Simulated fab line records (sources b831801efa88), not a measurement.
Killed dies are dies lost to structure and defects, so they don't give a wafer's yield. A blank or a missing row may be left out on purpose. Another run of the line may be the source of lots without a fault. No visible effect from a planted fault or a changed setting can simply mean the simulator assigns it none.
Which of the tools did it? + flow sfqLine + 14 lots with 42 wafers sampled at 4 steps, on a route of 325 steps

== WHAT EACH GAUGE READ, for each wafer ==
The record holds no reading of a measuring or inspecting step that can be judged against a usual standard deviation.

== WHICH TOOL RAN EACH LOT (tool, then ch and the chambers of the sampled wafers, then the start) ==
| lot  | SFQ_TRILAYER_M2_BARC_OPEN_METAL_ETCH_077 | SFQ_TRILAYER_R5_STRIP_STRIP_140  | SFQ_TRILAYER_I6_VIA_ETCH_VIA_ETCH_172 | SFQ_TRILAYER_I6_VIA_STRIP_STRIP_173 |
|------|------------------------------------------|----------------------------------|---------------------------------------|-------------------------------------|
| L382 | rieMetal-01 ch 0, day 20 05:14           | rieMetal-04 ch 0,1, day 54 13:59 | rieDiel-04 ch 0,1,3, day 70 05:52     | rieMetal-04 ch 0,1, day 70 05:59    |
| L383 | rieMetal-01 ch 0, day 20 16:02           | rieMetal-04 ch 0,1, day 55 01:59 | rieDiel-04 ch 0,1,3, day 70 17:59     | rieMetal-02 ch 0,1, day 70 18:06    |
| L384 | rieMetal-01 ch 0,1, day 21 02:50         | rieMetal-04 ch 0,1, day 55 12:47 | rieDiel-02 ch 0,3, day 71 02:23       | rieMetal-02 ch 0,1, day 71 02:30    |
| L386 | rieMetal-01 ch 0,1, day 21 20:50         | rieMetal-01 ch 0,1, day 56 05:35 | rieDiel-04 ch 1,2, day 71 08:23       | rieMetal-04 ch 0,1, day 71 08:30    |
| L388 | rieMetal-04 ch 0,1, day 22 13:38         | rieMetal-01 ch 0, day 56 15:18   | rieDiel-02 ch 0,1,2, day 71 13:11     | rieMetal-01 ch 0,1, day 71 13:18    |
| L389 | rieMetal-04 ch 0, day 22 18:26           | rieMetal-02 ch 0,1, day 57 12:47 | rieDiel-02 ch 1,2,3, day 71 23:59     | rieMetal-02 ch 0,1, day 72 00:06    |
| L390 | rieMetal-04 ch 0,1, day 24 05:40         | rieMetal-04 ch 0,1, day 58 13:44 | rieDiel-02 ch 0,1, day 72 19:11       | rieMetal-02 ch 0,1, day 72 19:30    |
| L392 | rieMetal-02 ch 0,1, day 24 17:46         | rieMetal-04 ch 0,1, day 59 05:20 | rieDiel-03 ch 0,3, day 73 11:38       | rieMetal-04 ch 0,1, day 73 11:56    |
| L398 | rieMetal-04 ch 1, day 26 18:14           | rieMetal-02 ch 0,1, day 62 14:25 | rieDiel-02 ch 1,2, day 75 21:59       | rieMetal-02 ch 0,1, day 75 22:06    |
| L399 | rieMetal-04 ch 0,1, day 27 01:28         | rieMetal-01 ch 0,1, day 62 20:37 | rieDiel-04 ch 0,1,2, day 76 07:35     | rieMetal-04 ch 0,1, day 76 07:54    |
| L400 | rieMetal-04 ch 0,1, day 27 03:52         | rieMetal-04 ch 0,1, day 64 01:32 | rieDiel-02 ch 0,1,2, day 77 13:44     | rieMetal-01 ch 0,1, day 77 14:00    |
| L401 | rieMetal-04 ch 0,1, day 27 06:14         | rieMetal-04 ch 0,1, day 64 04:49 | rieDiel-04 ch 0,3, day 77 16:05       | rieMetal-04 ch 0,1, day 77 16:12    |
| L402 | rieMetal-02 ch 0,1, day 27 09:50         | rieMetal-02 ch 0,1, day 64 09:44 | rieDiel-02 ch 1,2, day 77 18:29       | rieMetal-02 ch 1, day 77 18:36      |
| L403 | rieMetal-01 ch 0,1, day 27 23:02         | rieMetal-02 ch 0,1, day 64 21:44 | rieDiel-04 ch 2,3, day 77 20:53       | rieMetal-01 ch 1, day 77 21:00      |
- SFQ_TRILAYER_M2_BARC_OPEN_METAL_ETCH_077: etches BARC in O2, target depth 125 nm, time 41.7 s.
- SFQ_TRILAYER_R5_STRIP_STRIP_140: strips in O2.
- SFQ_TRILAYER_I6_VIA_ETCH_VIA_ETCH_172: etches SiO2 in CHF3, stops on Nb, target depth 260 nm.
- SFQ_TRILAYER_I6_VIA_STRIP_STRIP_173: strips in O2.

== AS READ BY THE TOOLS THEMSELVES (means over the sampled wafers that have a number; for cases with no such wafer, the mark the record gives instead) ==
SFQ_TRILAYER_M2_BARC_OPEN_METAL_ETCH_077.
| lot  | tool        | drypumpMotorCurrentA (A) | oesProductAu (a.u.) | runLengthS (s) |
|------|-------------|--------------------------|---------------------|----------------|
| L382 | rieMetal-01 | 5.9                      | 0.687               | 69.6           |
| L383 | rieMetal-01 | 5.9                      | 0.686               | 69.8           |
| L384 | rieMetal-01 | 5.8                      | 0.686               | 69.8           |
| L386 | rieMetal-01 | 5.8                      | 0.688               | 70.1           |
| L388 | rieMetal-04 | 6.0                      | 0.687               | 70.2           |
| L389 | rieMetal-04 | 6.1                      | 0.709               | 67.4           |
| L390 | rieMetal-04 | 5.8                      | 0.708               | 68.2           |
| L392 | rieMetal-02 | 5.2                      | 0.684               | 70.2           |
| L398 | rieMetal-04 | 5.6                      | 0.685               | 70.9           |
| L399 | rieMetal-04 | 5.9                      | 0.685               | 70.2           |
| L400 | rieMetal-04 | 5.9                      | 0.689               | 70.0           |
| L401 | rieMetal-04 | 5.8                      | 0.683               | 70.3           |
| L402 | rieMetal-02 | 5.2                      | 0.690               | 69.7           |
| L403 | rieMetal-01 | 5.7                      | 0.689               | 70.0           |

SFQ_TRILAYER_R5_STRIP_STRIP_140.
| lot  | tool        | drypumpMotorCurrentA (A) | oesProductAu (a.u.) | platenTempC (C) |
|------|-------------|--------------------------|---------------------|-----------------|
| L382 | rieMetal-04 | 5.9                      | 1.004               | 40.08           |
| L383 | rieMetal-04 | 5.9                      | 1.003               | 39.84           |
| L384 | rieMetal-04 | 5.8                      | 1.003               | 39.98           |
| L386 | rieMetal-01 | 5.6                      | 1.003               | 39.95           |
| L388 | rieMetal-01 | 5.9                      | 1.001               | 40.02           |
| L389 | rieMetal-02 | 4.9                      | 0.994               | 40.02           |
| L390 | rieMetal-04 | 5.9                      | 1.008               | 40.07           |
| L392 | rieMetal-04 | 6.0                      | 1.005               | 39.94           |
| L398 | rieMetal-02 | 4.9                      | 0.988               | 40.03           |
| L399 | rieMetal-01 | 5.6                      | 0.990               | 40.17           |
| L400 | rieMetal-04 | 5.8                      | 1.005               | 40.00           |
| L401 | rieMetal-04 | 6.0                      | 1.001               | 39.99           |
| L402 | rieMetal-02 | 5.2                      | 0.989               | 39.98           |
| L403 | rieMetal-02 | 5.2                      | 0.996               | 40.03           |

SFQ_TRILAYER_I6_VIA_ETCH_VIA_ETCH_172.
| lot  | tool       | drypumpMotorCurrentA (A) | oesProductAu (a.u.) |
|------|------------|--------------------------|---------------------|
| L382 | rieDiel-04 | 5.63                     | 0.856               |
| L383 | rieDiel-04 | 5.62                     | 0.851               |
| L384 | rieDiel-02 | 5.47                     | 0.851               |
| L386 | rieDiel-04 | 5.62                     | 0.855               |
| L388 | rieDiel-02 | 5.40                     | 0.854               |
| L389 | rieDiel-02 | 5.33                     | 0.854               |
| L390 | rieDiel-02 | 5.62                     | 0.853               |
| L392 | rieDiel-03 | 5.57                     | 0.853               |
| L398 | rieDiel-02 | 5.19                     | 0.849               |
| L399 | rieDiel-04 | 5.62                     | 0.855               |
| L400 | rieDiel-02 | 5.38                     | 0.854               |
| L401 | rieDiel-04 | 5.76                     | 0.850               |
| L402 | rieDiel-02 | 5.43                     | 0.855               |
| L403 | rieDiel-04 | 5.77                     | 0.856               |

SFQ_TRILAYER_I6_VIA_STRIP_STRIP_173.
| lot  | tool        | drypumpMotorCurrentA (A) | oesProductAu (a.u.) | platenTempC (C) |
|------|-------------|--------------------------|---------------------|-----------------|
| L382 | rieMetal-04 | 5.8                      | 1.017               | 39.84           |
| L383 | rieMetal-02 | 4.9                      | 0.994               | 39.92           |
| L384 | rieMetal-02 | 5.2                      | 0.996               | 40.13           |
| L386 | rieMetal-04 | 5.8                      | 1.013               | 39.95           |
| L388 | rieMetal-01 | 5.8                      | 1.000               | 40.02           |
| L389 | rieMetal-02 | 5.2                      | 0.996               | 39.99           |
| L390 | rieMetal-02 | 4.9                      | 0.995               | 40.00           |
| L392 | rieMetal-04 | 5.8                      | 1.007               | 40.03           |
| L398 | rieMetal-02 | 4.9                      | 0.993               | 39.86           |
| L399 | rieMetal-04 | 5.8                      | 1.009               | 40.09           |
| L400 | rieMetal-01 | 5.6                      | 1.001               | 39.95           |
| L401 | rieMetal-04 | 5.8                      | 1.010               | 39.85           |
| L402 | rieMetal-02 | 5.4                      | 0.985               | 39.90           |
| L403 | rieMetal-01 | 5.5                      | 0.991               | 40.10           |

== THE ANSWER, worked out from the rows above alone ==
Rule: the usual values come from the lots themselves. The widest of any qualifying gaps counts: lots, ordered by their means at a reading, are off when they make up no more than a third of the lots, leave a main group of 4 or more, and stand apart from it by 3 or more times the standard deviation of that group's means. A main group whose means are all the same, to the digits that the tables above print for the reading, isn't used. A lot without any number at a reading at which 4 lots or more have one is off too. Where the step has rows for the other lots, those lots are counted as sound. First the gauges in route order, then the tools' own readings, where a lot's mean is used as printed above. The first step at which some lot is off is used, and at that step the reading that is off furthest; a lot without a number counts as furthest.
Off, at SFQ_TRILAYER_M2_BARC_OPEN_METAL_ETCH_077 on oesProductAu: L389, L390. The main group has a mean of 0.687 a.u. with a standard deviation of 0.0021.
If a tool, at that step or one of the process steps before it, ran each lot that is off and ran no sound lot following the first of them, it fits. Not one of the candidates tried fits.

== WHAT THE SIMULATOR HAD INSERTED ==
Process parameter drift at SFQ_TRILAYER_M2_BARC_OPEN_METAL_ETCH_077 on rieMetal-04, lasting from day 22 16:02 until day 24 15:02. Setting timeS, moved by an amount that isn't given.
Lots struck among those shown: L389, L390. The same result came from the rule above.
